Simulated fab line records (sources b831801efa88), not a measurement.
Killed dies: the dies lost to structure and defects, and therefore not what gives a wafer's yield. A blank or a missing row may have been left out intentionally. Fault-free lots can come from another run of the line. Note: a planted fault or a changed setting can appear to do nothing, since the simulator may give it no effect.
Chamber matching || flow gf180mcu || GF_PASSIVATION_CVD_00 on pecvd-03 has 3 sister chambers
The step deposits SiO2 from TEOS, target thk 1000 nm, time 111.95 s. 6 wafers are shown with their chamber, then 7 later ones without.

WAFERS PAIRED WITH THEIR CHAMBERS
{"wafer": "L078.5", "chamber": 2, "heaterPowerW (W)": 737}
{"wafer": "L083.6", "chamber": 2, "heaterPowerW (W)": 703}
{"wafer": "L085.2", "chamber": 1, "heaterPowerW (W)": 640}
{"wafer": "L085.4", "chamber": 0, "heaterPowerW (W)": 725}
{"wafer": "L087.1", "chamber": 0, "heaterPowerW (W)": 675}
{"wafer": "L087.3", "chamber": 1, "heaterPowerW (W)": 535}

WAFERS WITHOUT THEIR CHAMBER
{"wafer": "L087.6", "heaterPowerW (W)": 726}
{"wafer": "L092.1", "heaterPowerW (W)": 767}
{"wafer": "L092.2", "heaterPowerW (W)": 728}
{"wafer": "L092.3", "heaterPowerW (W)": 624}
{"wafer": "L093.1", "heaterPowerW (W)": 726}
{"wafer": "L093.4", "heaterPowerW (W)": 511}
{"wafer": "L093.5", "heaterPowerW (W)": 767}

EACH ONE'S CHAMBER
{"wafer": "L087.6", "from the rows above": "can't be placed: 2 or 0", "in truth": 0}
{"wafer": "L092.1", "from the rows above": "can't be placed: 2 or 0", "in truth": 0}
{"wafer": "L092.2", "from the rows above": "can't be placed: 2 or 0", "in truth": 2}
{"wafer": "L092.3", "from the rows above": "can't be placed: 1 or 0 or 2", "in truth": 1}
{"wafer": "L093.1", "from the rows above": "can't be placed: 2 or 0", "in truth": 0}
{"wafer": "L093.4", "from the rows above": 1, "in truth": 1}
{"wafer": "L093.5", "from the rows above": "can't be placed: 2 or 0", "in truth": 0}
Correct placement for 1 of the 7. Can't be placed from these rows: 6 (the true chamber is among the candidates in 6). Wrongly placed: 0.
How it was worked out, from the rows above alone: a wafer's distance from a chamber is the root of the sum, over the readings, of the square of ((its reading less the chamber's mean) divided by the reading's scatter). The wafer belongs to the nearest chamber; if the next one is less than 2 further off, it can't be placed. The mean given for a chamber averages the wafers shown for that chamber. The scatter: take each reading less its chamber's mean, square it, sum over the shown wafers, divide by the number of wafers less the number of chambers, and take the root.
